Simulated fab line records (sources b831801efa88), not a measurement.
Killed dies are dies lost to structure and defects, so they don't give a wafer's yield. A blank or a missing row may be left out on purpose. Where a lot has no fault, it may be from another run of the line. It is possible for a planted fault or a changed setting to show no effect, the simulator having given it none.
fab line records | flow sky130
[record] lots = 6 wafers = 18 lastDay = 49
route steps=708 shown GATE_OXIDE@201 POLY_GATE@204 RES_PROTECT@206 PAD_OPEN@708
lots that met no fault: taken from a fault-free run of the same line
startH: the number of hours between the record's first day and the start of the first shown wafer of the lot | waitH: hours from the lot's prior step to this one | " the same as in the row above | L1.1+2: one row covering several wafers at once | - either no value or no given start | * or withheld: withheld | < > ~ a bound
route shown NAME@n: names a module that has steps shown in the file, with the first one's number in the route | usual: mean and standard deviation over wafers with no fault | same: alike in all rows | chamber/n: place in a boat | sites: the reading at each site | _std_site: their standard deviation | _edge_site: outer sites' mean less inner sites' | radiusMm: for every site, how far away it sits from the centre of the wafer | mask NAME#n: copy n | behind: the tool/chamber that last shaped the wafer | hold: reason for holding the lot/hours on hold/outcome of the hold | device: transistor that didn't switch, given as n, p or np | end of line: the same wafers' tests at the end of the route | for a step that has no rows: nothing shown but its recipe | killed: count of dies lost to structure and defects at first sort (not the wafer's yield) | map: shows each die of a wafer: x if killed, . if not, _ if none is there
set.NAME: the setting the step ran with; set.NAME@STEP: the setting that earlier step ran with | model.NAME: the simulator's own value behind a step, which no gauge read
certain route steps with their lots: each step a table, each wafer a row
services: when a tool's chamber went out of use (startH, in hours from the record's first day, below 0 if earlier), for how many hours, and the reason
[[steps]]
[step SKY_GATE_OXIDE_TW_MEAS_14]
[usual] GATE_OXIDE_TW = 223.5/2.7
// columns lot.wafer tool chamber startH waitH GATE_OXIDE_TW
L929.2 filmMetro-04 - 319.20 0.1 220.6
L929.3 " - " " 220.9
L929.4 " - " " 221.0
L936.1 filmMetro-04 - 375.60 0.1 220.5
L936.2 " - " " 219.0
L936.4 " - " " 219.8
L937.1 filmMetro-04 - 384.75 0.1 220.5
L937.3 " - " " 220.3
L937.4 " - " " 219.5
L941.2 filmMetro-04 - 425.76 0.1 219.1
L941.4 " - " " 220.3
L941.5 " - " " 218.8
L944.2 filmMetro-03 - 451.21 0.1 223.4
L944.3 " - " " 222.0
L944.4 " - " " 222.9
L948.1 filmMetro-03 - 474.85 0.1 224.9
L948.2 " - " " 225.1
L948.4 " - " " 225.6
[step SKY_GATE_OXIDE_CLEAN_15]
[recipe] chemistry = SC1/SC2 mix = 1:4:20 tempC = 70 timeS = 150 dry = n2Spin
[step SKY_GATE_OXIDE_OXIDATION_16]
[recipe] tempC = 800 ambient = O2 idleTempC = 700 rampUpCPerMin = 10 rampDownCPerMin = 3 stabiliseS = 600 purgeS = 300 targetThkA = 35.7 oxTimeS = 1915
[step SKY_POLY_GATE_CVD_00]
[recipe] material = poly-Si targetThkNm = 180 tempC = 620 timeS = 720 pressureMtorr = 200
[step SKY_POLY_GATE_THK_MEAS_01]
[recipe] reads = poly-Si_of_POLY_GATE_CVD_00
[usual] POLY_GATE_CVD_00_THK = 180.8/1.8
// columns lot.wafer tool chamber startH waitH POLY_GATE_CVD_00_THK[nm]
L929.2 filmMetro-01 - 323.56 0.0 181.1
L929.3 " - " " 180.1
L929.4 " - " " 181.9
L936.1 filmMetro-02 - 380.72 0.0 178.9
L936.2 " - " " 177.8
L936.4 " - " " 177.9
L937.1 filmMetro-03 - 387.66 0.0 179.6
L937.3 " - " " 181.2
L937.4 " - " " 180.6
L941.2 filmMetro-01 - 429.39 0.0 182.7
L941.4 " - " " 183.3
L941.5 " - " " 183.6
L944.2 filmMetro-03 - 454.95 0.0 175.6
L944.3 " - " " 176.6
L944.4 " - " " 176.7
L948.1 filmMetro-03 - 477.69 0.0 180.5
L948.2 " - " " 178.9
L948.4 " - " " 180.9
[step SKY_RES_PROTECT_DEHYDRATE_00]
[recipe] tempC = 200 timeS = 60
[step SKY_RES_PROTECT_HMDS_01]
[recipe] primeTimeS = 60 primeTempC = 120
[step SKY_RES_PROTECT_COAT_02]
[recipe] resist = NOVOLAK spinRpm = 3000 resistThkNm = 1140
[step SKY_RES_PROTECT_SOFTBAKE_03]
[recipe] tempC = 90 timeS = 60 resist = NOVOLAK
[step SKY_RES_PROTECT_EXPOSE_04]
[recipe] maskId = RPM na = 0.6 sourceShape = conventional sigmaOuter = 0.6 polarization = unpolarized targetCdNm = 1270 doseMj = 131
[step SKY_RES_PROTECT_PEB_05]
[recipe] tempC = withheld timeS = * resist = NOVOLAK
[step SKY_RES_PROTECT_DEVELOP_06]
[recipe] resist = NOVOLAK developer = TMAH developTimeS = 60 devTempC = 23
[step SKY_POLY_GATE_IMPLANT_02]
[recipe] species = P energyKev = 30 doseCm2 = 7.7e+15 tiltDeg = 0
[usual] endStationPressureTorr = 1.13e-05/1e-06
// columns lot.wafer tool chamber startH waitH endStationPressureTorr
L929.2 implanter-02 0 350.53 0.1 1.03e-05
L929.3 " 0 " " 1e-05
L929.4 " 0 " " 1.04e-05
L936.1 implanter-01 0 410.64 0.1 4.32e-05
L936.2 " 0 " " 4.41e-05
L936.4 " 0 " " 4.43e-05
L937.1 implanter-01 0 417.01 0.1 4.41e-05
L937.3 " 0 " " 4.15e-05
L937.4 " 0 " " 4.48e-05
L941.2 implanter-04 0 460.32 0.1 1.13e-05
L941.4 " 0 " " 1.05e-05
L941.5 " 0 " " 1e-05
L944.2 implanter-04 0 485.49 0.1 1.03e-05
L944.3 " 0 " " 1.11e-05
L944.4 " 0 " " 1.05e-05
L948.1 implanter-01 0 508.81 0.1 1.25e-05
L948.2 " 0 " " 1.14e-05
L948.4 " 0 " " 1.1e-05
[step SKY_RES_PROTECT_STRIP_07]
[recipe] chemistry = O2/N2 powerW = 1400 pressureMtorr = 1500 platenTempC = withheld o2FlowSccm = 3000 n2FlowSccm = 300 overashFraction = 0.5
[usual] drypumpMotorCurrentA = 6.0/0.49 oesProductAu = 0.518/0.0043 stripTimeToEndpointS = 23.29/0.04
// columns lot.wafer tool chamber startH waitH drypumpMotorCurrentA oesProductAu rfHoursCounterH stripTimeToEndpointS
L929.2 plasmaAsher-03 1 350.66 0.1 5.7 0.519 55 23.30
L929.3 " 0 " " 5.7 0.520 - 23.30
L929.4 " 1 " " 5.7 0.518 - 23.26
L936.1 plasmaAsher-04 0 410.79 0.1 6.1 0.516 65 23.58
L936.2 " 1 " " 5.4 0.511 65 23.57
L936.4 " 1 " " 5.4 0.515 - 23.59
L937.1 plasmaAsher-02 0 417.16 0.1 6.8 0.513 76 23.70
L937.3 " 1 " " 5.8 0.514 - 23.70
L937.4 " 0 " " 6.8 0.514 - 23.73
L941.2 plasmaAsher-04 0 460.44 0.1 6.1 0.517 71 23.24
L941.4 " 0 " " 6.0 0.524 - 23.29
L941.5 " 1 " " 5.4 0.516 - 23.26
L944.2 plasmaAsher-04 1 485.61 0.1 5.4 0.512 73 23.28
L944.3 " 0 " " 6.0 0.511 - 23.31
L944.4 " 1 " " 5.5 0.518 - 23.30
L948.1 plasmaAsher-02 1 508.96 0.1 5.7 0.518 7 23.31
L948.2 " 0 " " 6.8 0.512 7 23.31
L948.4 " 1 " " 5.8 0.517 - 23.28
[step SKY_RES_PROTECT_TW_MEAS_08]
[usual] POLY_GATE_TW = 3996/33
// columns lot.wafer tool chamber startH waitH POLY_GATE_TW
L929.2 filmMetro-04 - 350.77 0.1 3971
L929.3 " - " " 3977
L929.4 " - " " 3975
L936.1 filmMetro-02 - 410.89 0.1 4004
L936.2 " - " " 4013
L936.4 " - " " 4017
L937.1 filmMetro-03 - 417.26 0.1 4092
L937.3 " - " " 4081
L937.4 " - " " 4065
L941.2 filmMetro-04 - 460.55 0.1 3971
L941.4 " - " " 3958
L941.5 " - " " 3930
L944.2 filmMetro-02 - 485.72 0.1 4024
L944.3 " - " " 4010
L944.4 " - " " 4030
L948.1 filmMetro-02 - 509.06 0.1 4039
L948.2 " - " " 4009
L948.4 " - " " 4020
[step SKY_PAD_OPEN_PROBE_99]
[usual] killed_at_M0_to_M3 = 44/6.5 killed_at_M4_up = 2.9/1.7 killedAtContacts = 24/5.7 killedAtFrontEnd = 16/4.4 killedAtOther = 0.2/0.48 killedDies = 87/9.6 killedOpen = 48/6.7 killedShort = 38/6.2
[same] grossDies = 492 killedAtBackSide = 0
// columns lot.wafer tool chamber startH waitH killed_at_M0_to_M3 killed_at_M4_up killedAtContacts killedAtFrontEnd killedAtOther killedDies killedOpen killedShort model.etest.resPoly.lineOhmUm model.etest.liconPoly.rcOhm model.etest.resPoly.rsOhmSq
L929.2 prober-01 - 1085.84 0.1 42 1 19 18 0 80 40 39 533.7 156.3 48.89
L929.3 prober-01 - 1085.89 0.2 49 1 32 17 0 99 59 39 480 154.8 48.49
L929.4 prober-01 - 1085.94 0.2 49 0 14 16 0 79 48 30 524.1 150.7 48.44
L936.1 prober-01 - 1126.73 0.1 42 5 33 10 0 90 48 40 504.3 144 46.09
L936.2 prober-01 - 1126.78 0.1 54 3 34 7 0 98 52 46 513.9 137.1 46.23
L936.4 prober-01 - 1126.88 0.2 54 2 31 14 0 101 56 45 497.8 130.1 45.92
L937.1 prober-01 - 1132.39 0.1 32 1 36 13 0 82 46 36 495.1 139.8 45.92
L937.3 prober-01 - 1132.49 0.2 46 3 27 16 0 92 47 45 491.2 142.1 45.22
L937.4 prober-01 - 1132.54 0.2 53 6 29 17 0 105 66 39 470.9 144.3 45.32
L941.2 prober-02 - 1177.71 0.1 54 2 24 8 0 88 46 42 511.3 156.2 47.27
L941.4 prober-02 - 1177.81 0.2 31 4 26 13 0 74 43 31 494.8 149.7 46.56
L941.5 prober-02 - 1177.86 0.2 39 4 27 18 0 88 56 32 455.7 143.7 46.24
L944.2 prober-02 - 1180.29 0.1 46 4 30 20 0 100 47 53 513.4 149.2 48.93
L944.3 prober-02 - 1180.34 0.2 36 4 22 17 1 80 46 34 497.5 151.8 48.02
L944.4 prober-02 - 1180.39 0.2 44 5 37 12 0 98 51 47 514.1 147.6 49.42
L948.1 prober-01 - 1185.48 0.1 46 1 21 14 0 82 47 35 545.1 157.2 47.48
L948.2 prober-01 - 1185.53 0.1 43 3 23 17 1 87 46 41 510.9 154.4 48.02
L948.4 prober-01 - 1185.63 0.2 45 6 27 10 1 89 48 41 509.7 152.1 47.5
// killed by level:class
L929.2 VIA1:geometricParticle:open=13 FIELD_ISO:geometricParticle:short=7 VIA2:geometricParticle:open=6 POLY_GATE:geometricParticle:open=5 CONTACT:geometricParticle:open=5 CONTACT:geometricParticle:short=5 METAL2:geometricParticle:short=5 VIA3:geometricParticle:open=4
L929.3 CONTACT:geometricParticle:open=15 VIA3:geometricParticle:open=13 VIA1:geometricParticle:open=10 METAL1:geometricParticle:short=6 METAL2:geometricParticle:short=6 POLY_GATE:geometricParticle:open=5 LOCAL_INTERCONNECT:geometricParticle:short=5 LI_CONTACT:geometricParticle:open=5
L929.4 VIA2:geometricParticle:open=11 VIA3:geometricParticle:open=10 VIA1:geometricParticle:open=9 FIELD_ISO:geometricParticle:short=6 METAL2:geometricParticle:short=5 CONTACT:geometricParticle:open=5 LI_CONTACT:geometricParticle:open=4 FIELD_ISO:geometricParticle:open=3
L936.1 CONTACT:geometricParticle:open=12 LI_CONTACT:geometricParticle:open=10 VIA3:geometricParticle:open=10 VIA1:geometricParticle:open=7 CONTACT:geometricParticle:short=5 METAL1:geometricParticle:short=5 VIA1:geometricParticle:short=4 VIA3:geometricParticle:short=4
L936.2 LI_CONTACT:geometricParticle:open=13 VIA1:geometricParticle:open=11 CONTACT:geometricParticle:open=9 VIA1:geometricParticle:short=9 VIA2:geometricParticle:open=8 METAL2:geometricParticle:short=7 LI_CONTACT:geometricParticle:short=6 VIA2:geometricParticle:short=5
L936.4 CONTACT:geometricParticle:open=15 VIA1:geometricParticle:open=13 METAL1:geometricParticle:short=11 METAL2:geometricParticle:short=9 CONTACT:geometricParticle:short=8 VIA3:geometricParticle:open=6 LI_CONTACT:geometricParticle:open=5 FIELD_ISO:geometricParticle:short=4
L937.1 CONTACT:geometricParticle:open=14 LI_CONTACT:geometricParticle:open=9 VIA1:geometricParticle:open=8 CONTACT:geometricParticle:short=6 METAL1:geometricParticle:short=5 FIELD_ISO:geometricParticle:short=4 VIA1:geometricParticle:short=4 VIA3:geometricParticle:open=4
L937.3 LI_CONTACT:geometricParticle:open=8 CONTACT:geometricParticle:open=7 VIA3:geometricParticle:open=7 VIA3:geometricParticle:short=7 LOCAL_INTERCONNECT:geometricParticle:short=6 METAL1:geometricParticle:short=6 VIA1:geometricParticle:short=6 VIA2:geometricParticle:open=6
L937.4 VIA1:geometricParticle:open=12 VIA3:geometricParticle:open=11 VIA2:geometricParticle:open=11 LI_CONTACT:geometricParticle:open=10 CONTACT:geometricParticle:open=9 METAL1:geometricParticle:short=6 METAL2:geometricParticle:short=6 METAL4:geometricParticle:short=5
L941.2 VIA1:geometricParticle:open=11 CONTACT:geometricParticle:open=10 VIA1:geometricParticle:short=8 VIA2:geometricParticle:open=8 METAL2:geometricParticle:short=7 VIA3:geometricParticle:open=7 LI_CONTACT:geometricParticle:open=5 CONTACT:geometricParticle:short=4
L941.4 CONTACT:geometricParticle:open=12 METAL1:geometricParticle:short=6 VIA2:geometricParticle:open=5 LI_CONTACT:geometricParticle:open=5 CONTACT:geometricParticle:short=5 VIA3:geometricParticle:open=5 FIELD_ISO:geometricParticle:open=4 POLY_GATE:geometricParticle:open=4
L941.5 CONTACT:geometricParticle:open=14 VIA3:geometricParticle:open=10 VIA1:geometricParticle:open=9 CONTACT:geometricParticle:short=6 LI_CONTACT:geometricParticle:open=5 VIA1:geometricParticle:short=5 FIELD_ISO:geometricParticle:open=4 POLY_GATE:geometricParticle:open=4
L944.2 CONTACT:geometricParticle:open=12 VIA1:geometricParticle:open=12 CONTACT:geometricParticle:short=10 VIA1:geometricParticle:short=9 METAL1:geometricParticle:short=6 VIA2:geometricParticle:open=5 METAL3:geometricParticle:short=5 FIELD_ISO:geometricParticle:open=4
L944.3 CONTACT:geometricParticle:open=8 VIA2:geometricParticle:open=7 VIA1:geometricParticle:open=6 VIA3:geometricParticle:open=5 POLY_GATE:geometricParticle:short=4 CONTACT:geometricParticle:short=4 LI_CONTACT:geometricParticle:open=4 LOCAL_INTERCONNECT:geometricParticle:short=4
L944.4 CONTACT:geometricParticle:open=13 VIA3:geometricParticle:open=10 LI_CONTACT:geometricParticle:short=7 LI_CONTACT:geometricParticle:open=6 LOCAL_INTERCONNECT:geometricParticle:short=6 VIA1:geometricParticle:open=6 VIA2:geometricParticle:short=6 VIA2:geometricParticle:open=6
L948.1 VIA2:geometricParticle:open=9 VIA3:geometricParticle:open=8 CONTACT:geometricParticle:open=7 LI_CONTACT:geometricParticle:open=6 VIA1:geometricParticle:open=5 METAL2:geometricParticle:short=5 POLY_GATE:geometricParticle:open=4 VIA1:geometricParticle:short=4
L948.2 VIA1:geometricParticle:open=14 LI_CONTACT:geometricParticle:open=9 POLY_GATE:geometricParticle:short=6 CONTACT:geometricParticle:short=6 VIA2:geometricParticle:open=6 VIA1:geometricParticle:short=5 METAL1:geometricParticle:short=5 VIA2:geometricParticle:short=5
L948.4 CONTACT:geometricParticle:open=12 VIA3:geometricParticle:open=8 VIA1:geometricParticle:open=7 LI_CONTACT:geometricParticle:open=6 VIA2:geometricParticle:short=5 VIA2:geometricParticle:open=5 METAL4:geometricParticle:short=5 POLY_GATE:geometricParticle:open=4
[[services]]
// columns tool chamber startH hours kind
implanter-04 - 327.19 5.4 pm
plasmaAsher-04 - 357.79 2.8 pm
implanter-02 - 357.79 2.5 repair
plasmaAsher-03 - 360.61 0.7 repair
plasmaAsher-02 - 400.01 0.5 repair
plasmaAsher-02 - 407.01 7.8 repair
implanter-04 - 409.11 0.7 repair
plasmaAsher-02 - 415.18 1.6 repair
plasmaAsher-02 - 421.25 9.0 pm
plasmaAsher-02 0 421.25 9.0 ventCycle
plasmaAsher-02 1 421.25 9.0 ventCycle
implanter-01 - 422.51 3.6 repair
implanter-02 - 426.87 1.9 repair
plasmaAsher-02 0 430.25 - clean
plasmaAsher-02 1 430.25 - clean
implanter-04 - 433.82 1.1 repair
plasmaAsher-02 - 444.50 2.8 pm
plasmaAsher-02 - 447.96 14.6 pm
implanter-01 - 468.08 1.7 repair
implanter-04 - 469.52 2.5 repair
implanter-01 - 480.02 2.5 repair
implanter-01 - 496.41 5.7 repair
implanter-04 - 497.16 1.4 repair
implanter-04 - 505.65 5.3 repair
[[key]]
[firstSign] step = SKY_POLY_GATE_IMPLANT_02 reading = endStationPressureTorr direction = up sigmas = 32 usual = 1.13e-05 struck = 4.37e-05
[effect] step = SKY_RES_PROTECT_STRIP_07 reading = stripTimeToEndpointS direction = up sigmas = 8.9 usual = * struck = *
[modelEffect] step = SKY_PAD_OPEN_PROBE_99 value = etest.resPoly.lineOhmUm without = 526.3 struck = 495.5
metAt SKY_POLY_GATE_IMPLANT_02
struckWafers L936.1,L936.2,L936.4,L937.1,L937.3,L937.4
testerLeftOut L936,L937
[fault] kind = processParameterDrift tool = implanter-01 chamber = - onsetH = 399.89 steps = SKY_POLY_GATE_IMPLANT_02 channel = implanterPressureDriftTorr offset = 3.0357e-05 shape = step endH = 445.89
[fault] kind = processParameterDrift tool = implanter-01 chamber = - onsetH = 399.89 steps = SKY_POLY_GATE_IMPLANT_02 channel = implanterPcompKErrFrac offset = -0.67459 shape = step endH = 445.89
// testerLeftOut: of these lots the tester's yield and bins aren't shown, on N5 and GAA mostly nor the transistor test; their killed dies are dies lost to structure and defects alone, not to doping, threshold or leakage, so they don't give the yield
